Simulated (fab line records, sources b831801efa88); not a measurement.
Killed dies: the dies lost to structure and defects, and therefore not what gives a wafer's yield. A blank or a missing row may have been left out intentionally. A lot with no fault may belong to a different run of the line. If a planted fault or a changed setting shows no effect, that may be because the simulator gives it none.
Which of the tools did it? :: flow sky130 :: 10 lots with 30 wafers sampled at 6 steps, on a route of 708 steps

## WHAT EACH GAUGE READ, for each wafer
SKY_VIA2_THK_MEAS_01. Usual: VIA2_HDPCVD_THK typically reads 1177 nm, with standard deviation 15.
lot: L198
measured: day 35 17:20
on: film-metro-03
VIA2_HDPCVD_THK (nm): 1167 1180 1166
flag: 

lot: L199
measured: day 36 03:26
on: film-metro-04
VIA2_HDPCVD_THK (nm): 1201 1194 1184
flag: 

lot: L201
measured: day 36 11:36
on: film-metro-04
VIA2_HDPCVD_THK (nm): 1182 1169 1176
flag: 

lot: L200
measured: day 36 14:40
on: film-metro-04
VIA2_HDPCVD_THK (nm): 1179 1199 1181
flag: 

lot: L212
measured: day 39 16:42
on: film-metro-02
VIA2_HDPCVD_THK (nm): 1162 1180 1158
flag: 

lot: L213
measured: day 39 21:52
on: film-metro-03
VIA2_HDPCVD_THK (nm): 1165 1203 1189
flag: 

lot: L214
measured: day 40 04:18
on: film-metro-02
VIA2_HDPCVD_THK (nm): 1192 1173 1186
flag: 

lot: L217
measured: day 41 01:56
on: film-metro-02
VIA2_HDPCVD_THK (nm): 1188 1153 1177
flag: 

lot: L218
measured: day 41 08:01
on: film-metro-03
VIA2_HDPCVD_THK (nm): 1180 1172 1185
flag: 

lot: L220
measured: day 41 22:50
on: film-metro-03
VIA2_HDPCVD_THK (nm): 1166 1165 1161
flag: 

SKY_VIA3_RS_MEAS_22: measures by four-point-probe. Usual: VIA3_W_RS typically reads 0.295 ohm/sq, with standard deviation 0.0043.
lot: L198
measured: day 40 06:46
on: film-metro-01
VIA3_W_RS (ohm/sq): 0.294 0.294 0.292
flag: 

lot: L199
measured: day 40 15:08
on: film-metro-02
VIA3_W_RS (ohm/sq): 0.297 0.298 0.294
flag: 

lot: L201
measured: day 40 21:26
on: film-metro-01
VIA3_W_RS (ohm/sq): 0.222 0.296 0.295
flag: OFF

lot: L200
measured: day 41 02:19
on: film-metro-01
VIA3_W_RS (ohm/sq): 0.221 0.293 0.294
flag: OFF

lot: L212
measured: day 43 22:55
on: film-metro-02
VIA3_W_RS (ohm/sq): 0.287 0.300 0.291
flag: 

lot: L213
measured: day 44 03:28
on: film-metro-04
VIA3_W_RS (ohm/sq): 0.295 0.292 0.294
flag: 

lot: L214
measured: day 44 10:02
on: film-metro-01
VIA3_W_RS (ohm/sq): 0.291 0.299 0.303
flag: 

lot: L217
measured: day 45 05:01
on: film-metro-01
VIA3_W_RS (ohm/sq): 0.297 0.296 0.290
flag: 

lot: L218
measured: day 45 10:03
on: film-metro-01
VIA3_W_RS (ohm/sq): 0.291 0.308 0.302
flag: 

lot: L220
measured: day 45 22:53
on: film-metro-01
VIA3_W_RS (ohm/sq): 0.294 0.296 0.296
flag: 

SKY_VIA3_THK_MEAS_23: measures by xrf. Usual: VIA3_W_THK typically reads 411 nm, with standard deviation 8.9.
lot: L198
measured: day 40 06:53
on: film-metro-01
VIA3_W_THK (nm): 407 408 410
flag: 

lot: L199
measured: day 40 15:14
on: film-metro-02
VIA3_W_THK (nm): 414 416 419
flag: 

lot: L201
measured: day 40 21:32
on: film-metro-01
VIA3_W_THK (nm): 556 407 408
flag: OFF

lot: L200
measured: day 41 02:26
on: film-metro-01
VIA3_W_THK (nm): 559 413 413
flag: OFF

lot: L212
measured: day 43 23:02
on: film-metro-02
VIA3_W_THK (nm): 428 410 423
flag: 

lot: L213
measured: day 44 03:35
on: film-metro-04
VIA3_W_THK (nm): 404 408 405
flag: 

lot: L214
measured: day 44 10:10
on: film-metro-01
VIA3_W_THK (nm): 415 404 396
flag: 

lot: L217
measured: day 45 05:07
on: film-metro-01
VIA3_W_THK (nm): 407 413 418
flag: 

lot: L218
measured: day 45 10:10
on: film-metro-01
VIA3_W_THK (nm): 421 398 403
flag: 

lot: L220
measured: day 45 23:00
on: film-metro-01
VIA3_W_THK (nm): 414 412 415
flag: 

## WHAT TOOL EACH LOT RAN ON (gives the tool, then ch and the chambers of the sampled wafers, and finally the start)
lot: L198
SKY_VIA1_CMP_02: cmp-02 ch 0,2, day 33 10:04
SKY_METAL2_SPUTTER_03: pvd-sputter-04, day 34 14:05
SKY_VIA3_CVD_21: cvd-w-01 ch 0,1, day 40 06:38

lot: L199
SKY_VIA1_CMP_02: cmp-01 ch 0,2, day 33 19:53
SKY_METAL2_SPUTTER_03: pvd-sputter-01, day 35 00:13
SKY_VIA3_CVD_21: cvd-w-01 ch 0,1, day 40 14:59

lot: L201
SKY_VIA1_CMP_02: cmp-02 ch 0,1,2, day 34 03:16
SKY_METAL2_SPUTTER_03: pvd-sputter-01, day 35 07:31
SKY_VIA3_CVD_21: cvd-w-01 ch 0,1, day 40 21:17

lot: L200
SKY_VIA1_CMP_02: cmp-01 ch 1,2, day 34 05:50
SKY_METAL2_SPUTTER_03: pvd-sputter-03, day 35 10:52
SKY_VIA3_CVD_21: cvd-w-01 ch 0,1, day 41 02:10

lot: L212
SKY_VIA1_CMP_02: cmp-01 ch 0,2,3, day 37 10:41
SKY_METAL2_SPUTTER_03: pvd-sputter-01, day 38 14:44
SKY_VIA3_CVD_21: cvd-w-02 ch 0,1, day 43 22:47

lot: L213
SKY_VIA1_CMP_02: cmp-02 ch 1,3, day 37 15:46
SKY_METAL2_SPUTTER_03: pvd-sputter-01, day 38 19:13
SKY_VIA3_CVD_21: cvd-w-01 ch 0, day 44 03:19

lot: L214
SKY_VIA1_CMP_02: cmp-01 ch 1,2,3, day 37 22:55
SKY_METAL2_SPUTTER_03: pvd-sputter-04, day 39 02:00
SKY_VIA3_CVD_21: cvd-w-02 ch 0,1, day 44 09:55

lot: L217
SKY_VIA1_CMP_02: cmp-01 ch 1,2, day 38 20:05
SKY_METAL2_SPUTTER_03: pvd-sputter-01, day 39 23:41
SKY_VIA3_CVD_21: cvd-w-01 ch 0,1, day 45 04:54

lot: L218
SKY_VIA1_CMP_02: cmp-02 ch 0,1,2, day 39 03:37
SKY_METAL2_SPUTTER_03: pvd-sputter-04, day 40 06:52
SKY_VIA3_CVD_21: cvd-w-02 ch 0,1, day 45 09:56

lot: L220
SKY_VIA1_CMP_02: cmp-01 ch 1,2,3, day 39 18:49
SKY_METAL2_SPUTTER_03: pvd-sputter-01, day 40 20:56
SKY_VIA3_CVD_21: cvd-w-01 ch 0,1, day 45 22:39
- SKY_VIA1_CMP_02: polishes SiO2.
- SKY_METAL2_SPUTTER_03: material Ti, target thk 5 nm, time 3.3 s.
- SKY_VIA3_CVD_21: deposits W, target thk 390 nm, time 117.31 s.

## AS READ BY THE TOOLS THEMSELVES (means over the sampled wafers that have a number; for cases with no such wafer, the mark the record gives instead)
SKY_VIA1_CMP_02. Usual: head-pressure-psi 4.000 psi, standard deviation 0.011; motor-current-A 12.3 A, standard deviation 1.2; retaining-ring-pressure-frac 1.000, standard deviation 0.0048.
lot: L198
tool: cmp-02
head-pressure-psi (psi): 3.995
motor-current-A (A): 11.9
retaining-ring-pressure-frac: 1.006
flag: 

lot: L199
tool: cmp-01
head-pressure-psi (psi): 3.988
motor-current-A (A): 12.8
retaining-ring-pressure-frac: 1.003
flag: 

lot: L201
tool: cmp-02
head-pressure-psi (psi): 3.990
motor-current-A (A): 11.8
retaining-ring-pressure-frac: 1.002
flag: 

lot: L200
tool: cmp-01
head-pressure-psi (psi): 4.009
motor-current-A (A): 12.5
retaining-ring-pressure-frac: 0.998
flag: 

lot: L212
tool: cmp-01
head-pressure-psi (psi): 4.007
motor-current-A (A): 12.7
retaining-ring-pressure-frac: 0.999
flag: 

lot: L213
tool: cmp-02
head-pressure-psi (psi): 4.002
motor-current-A (A): 10.7
retaining-ring-pressure-frac: 1.002
flag: 

lot: L214
tool: cmp-01
head-pressure-psi (psi): 4.003
motor-current-A (A): 12.7
retaining-ring-pressure-frac: 0.999
flag: 

lot: L217
tool: cmp-01
head-pressure-psi (psi): 4.003
motor-current-A (A): 12.8
retaining-ring-pressure-frac: 0.995
flag: 

lot: L218
tool: cmp-02
head-pressure-psi (psi): 4.013
motor-current-A (A): 12.1
retaining-ring-pressure-frac: 0.996
flag: 

lot: L220
tool: cmp-01
head-pressure-psi (psi): 3.999
motor-current-A (A): 13.4
retaining-ring-pressure-frac: 1.000
flag: 

SKY_METAL2_SPUTTER_03. Usual: chamber-pressure-pa 0.4001 Pa, standard deviation 0.00082; throttle-valve-pct 29.6 %, standard deviation 1.2.
lot: L198
tool: pvd-sputter-04
chamber-pressure-pa (Pa): 0.4007
throttle-valve-pct (%): 30.5
flag: 

lot: L199
tool: pvd-sputter-01
chamber-pressure-pa (Pa): 0.4009
throttle-valve-pct (%): 29.7
flag: 

lot: L201
tool: pvd-sputter-01
chamber-pressure-pa (Pa): 0.4006
throttle-valve-pct (%): 29.7
flag: 

lot: L200
tool: pvd-sputter-03
chamber-pressure-pa (Pa): 0.4014
throttle-valve-pct (%): 30.3
flag: 

lot: L212
tool: pvd-sputter-01
chamber-pressure-pa (Pa): 0.4001
throttle-valve-pct (%): 29.3
flag: 

lot: L213
tool: pvd-sputter-01
chamber-pressure-pa (Pa): 0.4001
throttle-valve-pct (%): 29.6
flag: 

lot: L214
tool: pvd-sputter-04
chamber-pressure-pa (Pa): 0.4010
throttle-valve-pct (%): 29.8
flag: 

lot: L217
tool: pvd-sputter-01
chamber-pressure-pa (Pa): 0.4000
throttle-valve-pct (%): 28.8
flag: 

lot: L218
tool: pvd-sputter-04
chamber-pressure-pa (Pa): 0.3995
throttle-valve-pct (%): 29.6
flag: 

lot: L220
tool: pvd-sputter-01
chamber-pressure-pa (Pa): 0.3996
throttle-valve-pct (%): 29.3
flag: 

SKY_VIA3_CVD_21. Usual: heater-power-w at 918 W, with a standard deviation of 99.
lot: L198
tool: cvd-w-01
heater-power-w (W): 863
flag: 

lot: L199
tool: cvd-w-01
heater-power-w (W): 960
flag: 

lot: L201
tool: cvd-w-01
heater-power-w (W): 964
flag: 

lot: L200
tool: cvd-w-01
heater-power-w (W): 875
flag: 

lot: L212
tool: cvd-w-02
heater-power-w (W): 940
flag: 

lot: L213
tool: cvd-w-01
heater-power-w (W): 1038
flag: 

lot: L214
tool: cvd-w-02
heater-power-w (W): 918
flag: 

lot: L217
tool: cvd-w-01
heater-power-w (W): 953
flag: 

lot: L218
tool: cvd-w-02
heater-power-w (W): 905
flag: 

lot: L220
tool: cvd-w-01
heater-power-w (W): 948
flag: 

## THE ANSWER, worked out from the rows above alone
Rule: lot off if the mean of its wafers having a number is beyond 3 standard deviations from the usual mean. A lot without any number at a reading at which 4 lots or more have one is off too. The other lots that the step has rows for count as sound. After the gauges, taken in route order, come the tools' own readings; for these a lot's mean is taken, as printed above. The first step at which some lot is off is used, and at that step the reading that is off furthest; a lot without a number counts as furthest.
Off: L201, L200, at SKY_VIA3_RS_MEAS_22 (VIA3_W_RS).
A tool fits if, at a process step before that reading, it ran every lot that is off, and no sound lot after the first of them. Those tools and the gauges at SKY_VIA3_RS_MEAS_22 are tried in the same way. Not one of the candidates tried fits.

## WHAT THE SIMULATOR PUT IN
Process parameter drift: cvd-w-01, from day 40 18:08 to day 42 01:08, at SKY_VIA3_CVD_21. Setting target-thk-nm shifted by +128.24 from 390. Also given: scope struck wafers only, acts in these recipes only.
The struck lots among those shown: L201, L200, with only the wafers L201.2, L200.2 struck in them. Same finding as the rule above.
